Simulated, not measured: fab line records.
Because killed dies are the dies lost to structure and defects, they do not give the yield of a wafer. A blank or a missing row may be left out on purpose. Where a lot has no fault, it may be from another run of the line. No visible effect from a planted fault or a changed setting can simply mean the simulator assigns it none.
fab line records | flow sky130 | part 1 of 2: steps 1 to 28 of 40
[record] lots = 5 wafers = 15 lastDay = 49
route steps=708 shown CAP2M@616 METAL4@621 VIA4@639
lots that met no fault: taken from a fault-free run of the same line
startH: start of the lot's first displayed wafer, in hours after the record's first day | waitH: how many hours have passed since the lot's step before this one | " the same as in the row above | L1.1+2: a single row standing in for several wafers | - either no value or no given start | * or withheld: withheld | < > ~ a bound
route shown NAME@n: NAME is a module with steps in the file, n the number in the route of the first one | usual: mean/standard deviation of fault-free wafers | same: alike in all rows | chamber/n: place in a boat | sites: each site's reading | _std_site: how widely they spread, as a standard deviation | _edge_site: inner sites' mean taken away from outer sites' mean | radiusMm: how far each site lies from the wafer's centre | mask NAME#n: copy n | behind: the most recent tool/chamber to have shaped the wafer | hold: cause of the lot's hold/its duration in hours/its outcome | device: names the non-switching transistor (n, p or np) | end of line: the route-end tests of the same wafers | where a step has no rows: the recipe by itself | killed: dies lost to structure and defects at the first sort, not the wafer's yield | map: per-die view of a wafer (x killed, . not killed, _ where there is no die)
set.NAME: the run value of the setting; set.NAME@STEP: its run value at that earlier step | model.NAME: the simulator's own value behind a step, which no gauge read
a table for each step, a row for each wafer; lots at some steps of the route
services: when a tool's chamber went out of use (startH, in hours from the record's first day, below 0 if earlier), for how many hours, and the reason
[[steps]]
[step SKY_CAP2M_METAL_ETCH_13]
[recipe] targetDepthNm = 220 stopOn = SiO2 chemistry = Cl2/BCl3 target = TiN pressureMtorr = 10 icpW = 900 biasW = 48.5 Cl2_flow_sccm = 60 bcl3FlowSccm = 30 timeS = 62.9
[usual] drypumpMotorCurrentA = 5.6/0.65 mfcCl2Sccm = 60.02/0.18 oesProductAu = 0.945/0.0083 throttleValvePct = 21.899/0.01
// columns lot.wafer tool chamber startH waitH drypumpMotorCurrentA mfcCl2Sccm oesProductAu rfHoursCounterH throttleValvePct
L078.1 rieMetal-01 0 982.93 0.0 4.9 60.11 0.939 12 21.887
L078.5 " 1 " " 6.1 59.93 0.959 - 21.894
L078.6 " 0 " " 4.9 60.29 0.942 - 21.903
L079.1 rieMetal-04 0 1002.38 0.0 4.6 59.66 0.946 19 21.891
L079.2 " 1 " " 5.7 60.07 0.942 6 21.873
L079.3 " 1 " " 5.7 59.83 0.938 - 21.900
L083.2 rieMetal-03 0 1014.93 0.0 6.1 59.74 0.942 15 21.900
L083.5 " 1 " " 6.4 60.13 0.935 - 21.904
L083.6 " 0 " " 6.1 59.84 0.940 - 21.918
L092.1 rieMetal-03 0 1068.28 0.0 6.0 60.09 0.946 18 21.896
L092.2 " 1 " " 6.4 59.90 0.945 19 21.910
L092.3 " 1 " " 6.4 59.65 0.941 - 21.926
L093.1 rieMetal-01 0 1073.93 0.0 4.9 60.24 0.945 17 21.910
L093.2 " 1 " " 6.1 59.98 0.937 14 21.904
L093.4 " 1 " " 6.1 59.98 0.952 - 21.893
[step SKY_CAP2M_STRIP_14]
[recipe] chemistry = O2/N2 powerW = 1400 pressureMtorr = 1500 platenTempC = withheld o2FlowSccm = 3000 n2FlowSccm = 300 overashFraction = 0.5
[usual] drypumpMotorCurrentA = 5.7/0.58 oesProductAu = 0.710/0.0048 stripTimeToEndpointS = 12.64/0.042
// columns lot.wafer tool chamber startH waitH drypumpMotorCurrentA oesProductAu rfHoursCounterH stripTimeToEndpointS
L078.1 plasmaAsher-04 0 983.01 0.1 5.3 0.707 24 12.70
L078.5 " 1 " " 6.2 0.702 - 12.65
L078.6 " 0 " " 5.3 0.710 - 12.60
L079.1 plasmaAsher-03 1 1002.46 0.1 6.0 0.701 86 12.64
L079.2 " 0 " " 5.0 0.711 86 12.69
L079.3 " 0 " " 5.0 0.707 - 12.61
L083.2 plasmaAsher-03 0 1015.01 0.1 5.0 0.714 87 12.64
L083.5 " 0 " " 5.0 0.714 - 12.63
L083.6 " 1 " " 5.9 0.716 - 12.65
L092.1 plasmaAsher-04 1 1068.35 0.1 6.3 0.706 31 12.67
L092.2 " 0 " " 5.3 0.711 31 12.72
L092.3 " 1 " " 6.3 0.712 - 12.66
L093.1 plasmaAsher-03 0 1074.03 0.1 5.0 0.709 94 12.69
L093.2 " 1 " " 6.0 0.714 94 12.61
L093.4 " 1 " " 6.0 0.711 - 12.61
[step SKY_CAP2M_STRIP_15]
[recipe] chemistry = postEtchResidueRemover timeS = 1200 tempC = 72.5
// columns lot.wafer tool chamber startH waitH
L078.1+5+6 wetBench-03 0 983.11 0.1
L079.1+2+3 wetBench-03 2 1002.56 0.1
L083.2+5+6 wetBench-04 3 1015.11 0.1
L092.1+2+3 wetBench-04 1 1068.45 0.1
L093.1+2+4 wetBench-04 1 1074.13 0.1
[step SKY_CAP2M_CLEAN_16]
[recipe] chemistry = IPA timeS = 180 tempC = 25
// columns lot.wafer tool chamber startH waitH
L078.1+5+6 wetBench-02 1 983.45 0.0
L079.1+2+3 wetBench-02 1 1003.30 0.0
L083.2+5+6 wetBench-03 3 1015.45 0.0
L092.1+2+3 wetBench-03 0 1068.80 0.0
L093.1+2+4 wetBench-02 3 1074.47 0.0
[step SKY_CAP2M_CLEAN_17]
[recipe] chemistry = O3/DIW dry = n2Spin
// columns lot.wafer tool chamber startH waitH
L078.1+5+6 wetBench-03 0 983.51 0.0
L079.1+2+3 wetBench-04 1 1003.36 0.0
L083.2+5+6 wetBench-02 0 1015.51 0.0
L092.1+2+3 wetBench-04 1 1068.85 0.0
L093.1+2+4 wetBench-03 2 1074.54 0.0
[step SKY_METAL4_DEHYDRATE_05]
[recipe] tempC = 200 timeS = 60
// columns lot.wafer tool chamber startH waitH
L078.1+5+6 lithoTrack-02 0 994.24 10.6
L079.1+2+3 lithoTrack-03 0 1014.57 11.1
L083.2+5+6 lithoTrack-01 0 1026.22 10.6
L092.1+2+3 lithoTrack-03 0 1078.87 9.9
L093.1+2+4 lithoTrack-03 0 1084.07 9.4
[step SKY_METAL4_HMDS_06]
[recipe] primeTimeS = 60 primeTempC = 120
// columns lot.wafer tool chamber startH waitH
L078.1+5+6 lithoTrack-02 0 994.39 0.1
L079.1+2+3 lithoTrack-03 0 1014.72 0.1
L083.2+5+6 lithoTrack-01 0 1026.37 0.1
L092.1+2+3 lithoTrack-03 0 1079.02 0.1
L093.1+2+4 lithoTrack-03 0 1084.22 0.1
[step SKY_METAL4_COAT_07]
[recipe] resist = BARC tempC = withheld timeS = withheld spinRpm = 3000 resistThkNm = 60
[usual] dispensePressureKPa = 52/6.3
// columns lot.wafer tool chamber startH waitH dispensePressureKPa
L078.1 lithoTrack-02 0 994.54 0.1 51
L078.5 " 0 " " 51
L078.6 " 0 " " 51
L079.1 lithoTrack-03 0 1014.87 0.1 58
L079.2 " 0 " " 58
L079.3 " 0 " " 58
L083.2 lithoTrack-01 0 1026.52 0.1 44
L083.5 " 0 " " 44
L083.6 " 0 " " 44
L092.1 lithoTrack-03 0 1079.17 0.1 58
L092.2 " 0 " " 58
L092.3 " 0 " " 58
L093.1 lithoTrack-03 0 1084.37 0.1 58
L093.2 " 0 " " 58
L093.4 " 0 " " 58
[step SKY_METAL4_COAT_08]
[recipe] resist = KrF-thick spinRpm = 3000 resistThkNm = 1140
[usual] dispensePressureKPa = 52/6.3
// columns lot.wafer tool chamber startH waitH dispensePressureKPa
L078.1 lithoTrack-02 0 - - 51
L078.5 " 0 " " 51
L078.6 " 0 " " 51
L079.1 lithoTrack-03 0 - - 58
L079.2 " 0 " " 58
L079.3 " 0 " " 58
L083.2 lithoTrack-01 0 - - 44
L083.5 " 0 " " 44
L083.6 " 0 " " 44
L092.1 lithoTrack-03 0 - - 58
L092.2 " 0 " " 58
L092.3 " 0 " " 58
L093.1 lithoTrack-03 0 - - 58
L093.2 " 0 " " 58
L093.4 " 0 " " 58
[step SKY_METAL4_SOFTBAKE_09]
[recipe] tempC = 100 timeS = 90 resist = KrF-thick
// columns lot.wafer tool chamber startH waitH
L078.1+5+6 lithoTrack-02 0 - -
L079.1+2+3 lithoTrack-03 0 - -
L083.2+5+6 lithoTrack-01 0 - -
L092.1+2+3 lithoTrack-03 0 - -
L093.1+2+4 lithoTrack-03 0 - -
[step SKY_METAL4_EXPOSE_10]
[recipe] maskId = MM4 na = 0.68 sourceShape = annular sigmaInner = 0.4 sigmaOuter = 0.8 targetCdNm = 300 doseMj = 28
[usual] stageVelMmS = 499.97/0.28
// columns lot.wafer tool chamber startH waitH mask stageVelMmS
L078.1 krfScanner-02 0 - - MM4#0 499.67
L078.5 " 0 " " MM4#0 499.41
L078.6 " 0 " " MM4#0 499.57
L079.1 krfScanner-02 0 - - MM4#0 499.92
L079.2 " 0 " " MM4#0 499.53
L079.3 " 0 " " MM4#0 499.88
L083.2 krfScanner-01 0 - - MM4#0 500.29
L083.5 " 0 " " MM4#0 499.83
L083.6 " 0 " " MM4#0 499.89
L092.1 krfScanner-02 0 - - MM4#0 499.84
L092.2 " 0 " " MM4#0 499.75
L092.3 " 0 " " MM4#0 500.10
L093.1 krfScanner-02 0 - - MM4#0 500.61
L093.2 " 0 " " MM4#0 500.31
L093.4 " 0 " " MM4#0 500.42
[step SKY_METAL4_PEB_11]
[recipe] pebTempC = withheld pebTimeS = withheld resist = KrF-thick
// columns lot.wafer tool chamber startH waitH
L078.1+5+6 lithoTrack-03 0 - -
L079.1+2+3 lithoTrack-02 0 - -
L083.2+5+6 lithoTrack-01 0 - -
L092.1+2+3 lithoTrack-03 0 - -
L093.1+2+4 lithoTrack-02 0 - -
[step SKY_METAL4_DEVELOP_12]
[recipe] developTimeS = 60 resist = KrF-thick devTempC = 21
// columns lot.wafer tool chamber startH waitH
L078.1+5+6 lithoTrack-03 0 - -
L079.1+2+3 lithoTrack-02 0 - -
L083.2+5+6 lithoTrack-01 0 - -
L092.1+2+3 lithoTrack-03 0 - -
L093.1+2+4 lithoTrack-02 0 - -
[step SKY_METAL4_CD_MEAS_13]
[recipe] targetCdNm = 300
[usual] cdNm = 300.1/1.5
// columns lot.wafer tool chamber startH waitH cdNm
L078.1 cdSem-01 - 1006.67 - 296.7
L078.5 " - " " 299.3
L078.6 " - " " 298.2
L079.1 cdSem-02 - 1026.24 - 300.4
L079.2 " - " " 300.1
L079.3 " - " " 303.5
L083.2 cdSem-01 - 1037.62 - 300.1
L083.5 " - " " 300.1
L083.6 " - " " 301.1
L092.1 cdSem-02 - 1089.42 - 301.9
L092.2 " - " " 303.0
L092.3 " - " " 300.8
L093.1 cdSem-02 - 1094.54 - 299.8
L093.2 " - " " 300.5
L093.4 " - " " 299.9
[step SKY_METAL4_OVL_MEAS_14]
[usual] METAL4_OVL = -7/5.6
// columns lot.wafer tool chamber startH waitH METAL4_OVL[nm]
L078.1 overlay-01 - 1006.79 0.1 -7
L078.5 " - " " -6
L078.6 " - " " -10
L079.1 overlay-01 - 1026.36 0.1 -13
L079.2 " - " " -14
L079.3 " - " " -11
L083.2 overlay-01 - 1037.72 0.1 -10
L083.5 " - " " -7
L083.6 " - " " -14
L092.1 overlay-02 - 1089.54 0.1 -7
L092.2 " - " " -15
L092.3 " - " " -3
L093.1 overlay-02 - 1094.66 0.1 -3
L093.2 " - " " 1
L093.4 " - " " -8
[step SKY_METAL4_DESCUM_15]
[recipe] chemistry = O2 sourcePowerW = 150 biasPowerW = 0 pressureMtorr = 10 tempC = 40 timeS = 8
[usual] drypumpMotorCurrentA = 5.6/0.6 oesProductAu = 1.009/0.0085
// columns lot.wafer tool chamber startH waitH drypumpMotorCurrentA oesProductAu rfHoursCounterH
L078.1 rieMetal-04 0 1006.82 0.0 4.6 1.020 19
L078.5 " 1 " " 5.7 1.017 -
L078.6 " 0 " " 4.6 1.020 -
L079.1 rieMetal-02 1 1026.40 0.0 6.1 1.013 7
L079.2 " 0 " " 5.5 1.029 20
L079.3 " 1 " " 6.1 1.005 -
L083.2 rieMetal-04 0 1037.75 0.0 4.6 1.008 20
L083.5 " 1 " " 5.6 1.016 -
L083.6 " 0 " " 4.6 1.015 -
L092.1 rieMetal-04 1 1089.57 0.0 5.7 1.011 11
L092.2 " 0 " " 4.6 1.012 23
L092.3 " 0 " " 4.6 1.004 -
L093.1 rieMetal-02 0 1094.70 0.0 5.5 1.015 25
L093.2 " 1 " " 6.0 0.999 12
L093.4 " 1 " " 6.0 1.004 -
[step SKY_METAL4_ETCH_16]
[recipe] chemistry = N2/H2 target = BARC ionEnergyEv = 200 biasW = 100 pressureMtorr = 30 n2FlowSccm = 100 h2FlowSccm = 200 icpW = 500 stopOn = SiO2 timeS = 88.2 targetDepthA = 600
[usual] drypumpMotorCurrentA = 5.6/0.6 oesProductAu = 0.625/0.0046 throttleValvePct = 13.205/0.0096
// columns lot.wafer tool chamber startH waitH drypumpMotorCurrentA oesProductAu rfHoursCounterH throttleValvePct
L078.1 rieMetal-04 0 1006.85 0.0 4.6 0.623 19 13.211
L078.5 " 1 " " 5.7 0.621 - 13.204
L078.6 " 0 " " 4.6 0.620 - 13.208
L079.1 rieMetal-02 1 1026.43 0.0 6.1 0.631 7 13.208
L079.2 " 0 " " 5.5 0.626 20 13.211
L079.3 " 1 " " 6.1 0.626 - 13.189
L083.2 rieMetal-04 0 1037.78 0.0 4.7 0.619 20 13.212
L083.5 " 1 " " 5.7 0.627 - 13.200
L083.6 " 0 " " 4.6 0.623 - 13.192
L092.1 rieMetal-04 1 1089.61 0.0 5.6 0.625 11 13.208
L092.2 " 0 " " 4.7 0.627 23 13.205
L092.3 " 0 " " 4.6 0.628 - 13.208
L093.1 rieMetal-02 0 1094.73 0.0 5.5 0.614 25 13.195
L093.2 " 1 " " 6.1 0.620 12 13.197
L093.4 " 1 " " 6.1 0.627 - 13.207
[step SKY_METAL4_ETCH_17]
[recipe] target = SiO2 stopOn = TiN chemistry = C4F8/O2/Ar sourceW = 1500 biasW = 1200 pressureMtorr = 40 c4f8FlowSccm = withheld O2_flow_sccm = 6 Ar_flow_sccm = 300 timeS = 3.9 targetDepthA = 150
[usual] oesProductAu = 0.754/0.0079
// columns lot.wafer tool chamber startH waitH oesProductAu rfHoursCounterH
L078.1 rieDiel-02 1 1006.95 0.1 0.749 10
L078.5 " 3 " " 0.761 -
L078.6 " 2 " " 0.755 -
L079.1 rieDiel-02 1 1026.53 0.1 0.745 11
L079.2 " 2 " " 0.741 15
L079.3 " 3 " " 0.767 18
L083.2 rieDiel-02 0 1037.88 0.1 0.739 20
L083.5 " 0 " " 0.758 -
L083.6 " 3 " " 0.766 -
L092.1 rieDiel-03 1 1089.70 0.1 0.749 29
L092.2 " 0 " " 0.741 19
L092.3 " 0 " " 0.756 -
L093.1 rieDiel-02 0 1094.83 0.1 0.758 21
L093.2 " 1 " " 0.748 13
L093.4 " 3 " " 0.760 20
[step SKY_METAL4_METAL_ETCH_18]
[recipe] targetDepthA = 8450 stopOn = SiO2 overEtchFrac = 0.3 timeS = 183.1 chemistry = Cl2/BCl3 resistSidewallDeg = 88 pressureMtorr = 10 icpW = 900 biasW = 48.5 Cl2_flow_sccm = 60 bcl3FlowSccm = 30
[usual] drypumpMotorCurrentA = 5.8/0.54 mfcCl2Sccm = 60.01/0.17 oesProductAu = 0.866/0.0067 throttleValvePct = 22.263/0.0094
// columns lot.wafer tool chamber startH waitH drypumpMotorCurrentA mfcCl2Sccm oesProductAu rfHoursCounterH throttleValvePct
L078.1 rieMetal-03 0 1006.97 0.0 6.0 59.77 0.873 14 22.257
L078.5 " 0 " " 6.1 59.93 0.871 - 22.267
L078.6 " 1 " " 6.4 60.02 0.873 - 22.269
L079.1 rieMetal-04 0 1026.55 0.0 4.6 59.94 0.867 20 22.285
L079.2 " 1 " " 5.7 59.86 0.866 7 22.264
L079.3 " 1 " " 5.6 59.79 0.855 - 22.267
L083.2 rieMetal-02 1 1037.90 0.0 6.1 59.75 0.867 8 22.271
L083.5 " 0 " " 5.5 60.18 0.869 - 22.253
L083.6 " 1 " " 6.1 59.90 0.862 - 22.273
L092.1 rieMetal-03 0 1089.73 0.0 6.0 59.92 0.860 20 22.247
L092.2 " 1 " " 6.4 60.13 0.854 20 22.268
L092.3 " 1 " " 6.4 59.34 0.848 - 22.264
L093.1 rieMetal-04 1 1094.85 0.0 5.7 60.13 0.859 11 22.273
L093.2 " 0 " " 4.6 59.83 0.848 24 22.258
L093.4 " 0 " " 4.6 59.89 0.862 - 22.245
[step SKY_METAL4_STRIP_19]
[recipe] chemistry = O2/N2 powerW = 1400 pressureMtorr = 1500 platenTempC = withheld o2FlowSccm = 3000 n2FlowSccm = 300 overashFraction = 0.5
[usual] drypumpMotorCurrentA = 5.8/0.59 oesProductAu = 0.500/0.0058 stripTimeToEndpointS = 6.47/0.097
// columns lot.wafer tool chamber startH waitH drypumpMotorCurrentA oesProductAu rfHoursCounterH stripTimeToEndpointS
L078.1 plasmaAsher-03 0 1007.15 0.1 5.0 0.495 87 6.50
L078.5 " 1 " " 6.0 0.505 - 6.54
L078.6 " 0 " " 5.0 0.514 - 6.60
L079.1 plasmaAsher-02 1 1026.73 0.1 6.6 0.499 124 6.44
L079.2 " 0 " " 5.3 0.499 124 6.47
L079.3 " 0 " " 5.3 0.500 - 6.45
L083.2 plasmaAsher-01 0 1038.08 0.1 5.6 0.498 59 6.51
L083.5 " 1 " " 6.5 0.502 - 6.35
L083.6 " 0 " " 5.6 0.499 - 6.52
L092.1 plasmaAsher-02 0 1089.91 0.1 5.3 0.502 2 6.45
L092.2 " 1 " " 6.6 0.502 2 6.54
L092.3 " 0 " " 5.3 0.492 - 6.54
L093.1 plasmaAsher-01 1 1095.03 0.1 6.4 0.497 65 6.45
L093.2 " 0 " " 5.6 0.501 65 6.51
L093.4 " 0 " " 5.6 0.499 - 6.54
[step SKY_METAL4_STRIP_20]
[recipe] chemistry = postEtchResidueRemover timeS = 1200 tempC = 72.5
// columns lot.wafer tool chamber startH waitH
L078.1+5+6 wetBench-04 1 1007.25 0.1
L079.1+2+3 wetBench-02 2 1026.83 0.1
L083.2+5+6 wetBench-02 0 1038.18 0.1
L092.1+2+3 wetBench-02 3 1090.01 0.1
L093.1+2+4 wetBench-04 0 1095.13 0.1
[step SKY_METAL4_CLEAN_21]
[recipe] chemistry = IPA timeS = 180 tempC = 25
// columns lot.wafer tool chamber startH waitH
L078.1+5+6 wetBench-01 3 1007.59 0.0
L079.1+2+3 wetBench-01 1 1027.17 0.0
L083.2+5+6 wetBench-01 1 1038.52 0.0
L092.1+2+3 wetBench-02 1 1090.35 0.0
L093.1+2+4 wetBench-04 1 1095.47 0.0
[step SKY_METAL4_CLEAN_22]
[recipe] chemistry = O3/DIW dry = n2Spin
// columns lot.wafer tool chamber startH waitH
L078.1+5+6 wetBench-04 1 1007.65 0.0
L079.1+2+3 wetBench-02 1 1027.23 0.0
L083.2+5+6 wetBench-02 0 1038.58 0.0
L092.1+2+3 wetBench-01 3 1090.41 0.0
L093.1+2+4 wetBench-02 0 1095.53 0.0
[step SKY_VIA4_HDPCVD_00]
[recipe] material = SiO2 targetThkNm = 1750 sigmaOpenFrac = 0.3 timeS = 291.7 tempC = 400 sih4FlowSccm = 60 pressureMtorr = 6
// columns lot.wafer tool chamber startH waitH
L078.1+5+6 hdpcvd-02 2,0,2 1007.74 0.0
L079.1+2+3 hdpcvd-01 2,1,0 1027.32 0.0
L083.2+5+6 hdpcvd-01 1,1,0 1038.68 0.0
L092.1+2+3 hdpcvd-01 1,0,2 1090.50 0.0
L093.1+2+4 hdpcvd-02 0,1,2 1095.62 0.0
[step SKY_VIA4_THK_MEAS_01]
[recipe] reads = SiO2_of_VIA4_HDPCVD_00
[usual] VIA4_HDPCVD_THK = 1747/17
// columns lot.wafer tool chamber startH waitH VIA4_HDPCVD_THK[nm]
L078.1 filmMetro-03 - 1007.92 0.1 1743
L078.5 " - " " 1730
L078.6 " - " " 1741
L079.1 filmMetro-04 - 1027.50 0.1 1757
L079.2 " - " " 1759
L079.3 " - " " 1758
L083.2 filmMetro-02 - 1038.86 0.1 1734
L083.5 " - " " 1757
L083.6 " - " " 1753
L092.1 filmMetro-03 - 1090.68 0.1 1778
L092.2 " - " " 1761
L092.3 " - " " 1780
L093.1 filmMetro-03 - 1095.80 0.1 1745
L093.2 " - " " 1731
L093.4 " - " " 1744
[step SKY_VIA4_CMP_02]
[recipe] material = SiO2 downForcePsi = 4 platenRpm = 60 padVelocityMS = 0.94248
[usual] motorCurrentA = 12.3/0.98 platenRpm = 60.00/0.034
// columns lot.wafer tool chamber startH waitH motorCurrentA platenRpm
L078.1 cmp-01 3 1007.98 0.1 11.1 59.98
L078.5 " 3 " " 10.7 60.05
L078.6 " 0 " " 11.1 60.01
L079.2 cmp-02 1 1027.56 0.0 12.8 60.01
L079.3 " 3 " " 12.5 59.98
L079.1 " 0 " " 13.3 60.00
L083.2 cmp-01 1 1038.91 0.0 13.3 59.97
L083.5 " 1 " " 12.9 60.02
L083.6 " 2 " " 12.7 59.96
L092.3 cmp-02 1 1090.74 0.0 12.4 59.94
L092.1 " 2 " " 12.2 60.00
L092.2 " 0 " " 13.2 59.99
L093.2 cmp-02 3 1095.91 0.1 13.2 60.01
L093.1 " 0 " " 13.4 59.98
L093.4 " 1 " " 12.1 59.99
[step SKY_VIA4_BOW_MEAS_03]
[recipe] mode = bow
[usual] VIA4_BOW = 79/7.6
// columns lot.wafer tool chamber startH waitH VIA4_BOW[um]
L078.1 filmMetro-02 - 1008.28 0.2 81
L078.5 " - " " 80
L078.6 " - " " 71
L079.1 filmMetro-02 - 1027.86 0.1 82
L079.2 " - " " 80
L079.3 " - " " 77
L083.2 filmMetro-04 - 1039.23 0.3 79
L083.5 " - " " 78
L083.6 " - " " 85
L092.1 filmMetro-03 - 1091.04 0.2 78
L092.2 " - " " 70
L092.3 " - " " 79
L093.1 filmMetro-02 - 1096.16 0.1 88
L093.2 " - " " 86
L093.4 " - " " 82
[step SKY_VIA4_DEHYDRATE_04]
[recipe] tempC = 200 timeS = 60
// columns lot.wafer tool chamber startH waitH
L078.1+5+6 lithoTrack-01 0 1018.45 10.1
L079.1+2+3 lithoTrack-02 0 1038.39 10.5
L083.2+5+6 lithoTrack-02 0 1049.47 10.2
L092.1+2+3 lithoTrack-01 0 1100.85 9.8
L093.1+2+4 lithoTrack-04 0 1105.54 9.4
